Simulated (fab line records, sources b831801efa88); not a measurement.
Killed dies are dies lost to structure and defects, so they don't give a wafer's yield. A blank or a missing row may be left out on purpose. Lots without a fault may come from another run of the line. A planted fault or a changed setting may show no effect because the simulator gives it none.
Split-lot experiment | flow sfq_line | 5 lots, 23 wafers read, on a route of 325 steps

THE SPLIT
At SFQ_TRILAYER_M2_LITHO_EXPOSE_058 (exposes mask M2, target cd 500 nm), the setting dose_mj was moved away from the recipe's 14.4 on 8 of the 23 wafers read, by -5.2% to +5.6%. The other wafers ran this setting at the recipe's value.

FROM THE SPLIT TO THE READING: what the file shows between them, 3 steps
- SFQ_TRILAYER_M2_LITHO_PEB_060: peb time 60 s
- SFQ_TRILAYER_M2_LITHO_DEVELOP_059: time 60 s
- SFQ_TRILAYER_M2_BARC_OPEN_METAL_ETCH_077: etches BARC in O2, target depth 125 nm, time 41.7 s

THE READING
M2.cd_nm (the simulator's own value, which no gauge read), in nm, at SFQ_TRILAYER_M2_ETCH_METAL_ETCH_060 (etches Nb in Cl2/Ar, stops on SiO2, target depth 240 nm, time 120 s). The file gives no usual value for it. The 15 wafers here that ran the recipe average 500.7 nm, standard deviation 1.7 nm.

wafer  | tool, chamber at the split | dose_mj as run | against the recipe | M2.cd_nm, nm | against lot-mates on the recipe
L075.1 | krf_scanner-02, 0          | 14.84          | +3.1%              | 494.9        | -5.5
L075.3 | krf_scanner-02, 0          | 14.4           | recipe             | 497.9        | -
L075.4 | krf_scanner-02, 0          | 14.84          | +3.1%              | 497.4        | -3.0
L075.5 | krf_scanner-02, 0          | 14.4           | recipe             | 503.8        | -
L075.6 | krf_scanner-02, 0          | 14.4           | recipe             | 499.5        | -
L076.1 | krf_scanner-02, 0          | 14.4           | recipe             | 498.7        | -
L076.2 | krf_scanner-02, 0          | 14.4           | recipe             | 501.9        | -
L076.3 | krf_scanner-02, 0          | 13.65          | -5.2%              | 508.7        | +8.3
L076.5 | krf_scanner-02, 0          | 13.65          | -5.2%              | 507.6        | +7.2
L076.6 | krf_scanner-02, 0          | 14.4           | recipe             | 500.5        | -
L077.1 | krf_scanner-02, 0          | 14.4           | recipe             | 502.3        | -
L077.2 | krf_scanner-02, 0          | 15.21          | +5.6%              | 493.4        | -8.8
L077.3 | krf_scanner-02, 0          | 14.4           | recipe             | 501.3        | -
L077.4 | krf_scanner-02, 0          | 14.4           | recipe             | 503          | -
L077.6 | krf_scanner-02, 0          | 15.21          | +5.6%              | 494.8        | -7.4
L080.1 | krf_scanner-02, 0          | 14.4           | recipe             | 501.9        | -
L080.2 | krf_scanner-02, 0          | 14.4           | recipe             | 498.9        | -
L080.3 | krf_scanner-02, 0          | 13.97          | -3.0%              | 504          | +4.0
L080.5 | krf_scanner-02, 0          | 14.4           | recipe             | 499.2        | -
L080.6 | krf_scanner-02, 0          | 13.97          | -3.0%              | 506.5        | +6.5
L082.3 | krf_scanner-02, 0          | 14.4           | recipe             | 501.7        | -
L082.5 | krf_scanner-02, 0          | 14.4           | recipe             | 498.5        | -
L082.6 | krf_scanner-02, 0          | 14.4           | recipe             | 501.1        | -

THE FIT
A straight line over all 23 wafers: M2.cd_nm changes by -1.34 nm for each +1% of dose_mj; r = -0.91; the points scatter about the line by 1.6 nm.
The same after taking each lot's own level away (the mean of its wafers on the recipe; 23 wafers): -1.49 nm for each +1%; r = -0.94; scatter 1.5 nm.
On that fit, the largest move of dose_mj shifts the reading by 8.4 nm.
The lots' own levels span 500.00 to 502.20 nm, that is 1.3 times the standard deviation above.
So the lot-to-lot level changes the slope little: the two slopes agree.
Check: with one of the wafers moved furthest among these (+5.6%) left out of the fit, the line predicts -8.09 nm for it against its lot-mates. It came out at -8.8 nm against them.

OTHER SPLITS ON THESE WAFERS
These wafers also went through other splits before the reading. Each is held against what the fit with the lots' levels taken away leaves over:
other split on the same wafers               | wafers away from the commonest value | r with M2.cd_nm (lot level and that fit taken away)
SFQ_TRILAYER_I1_VIA_LITHO_EXPOSE_050 dose_mj | 8                                    | +0.11
SFQ_TRILAYER_M2_DEP_SPUTTER_055 time_s       | 8                                    | +0.13

THE WHOLE CHAIN: every reading that the file lists as answering this split, in the file's order
step                                     | what it does                                                        | reading                                                   | change (the file's fit)              | r (the file's)
SFQ_TRILAYER_M2_BARC_OPEN_METAL_ETCH_077 | etches BARC in O2, target depth 125 nm, time 41.7 s                 | M2.cd_nm (the simulator's own value, which no gauge read) | -1.56 nm for each +1% of the setting | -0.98
SFQ_TRILAYER_M2_ETCH_METAL_ETCH_060      | etches Nb in Cl2/Ar, stops on SiO2, target depth 240 nm, time 120 s | M2.cd_nm (the simulator's own value, which no gauge read) | -1.49 nm for each +1% of the setting | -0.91

THE FILE'S OWN FIT
M2.cd_nm changes by -1.49 nm for each +1% of dose_mj, r = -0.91.
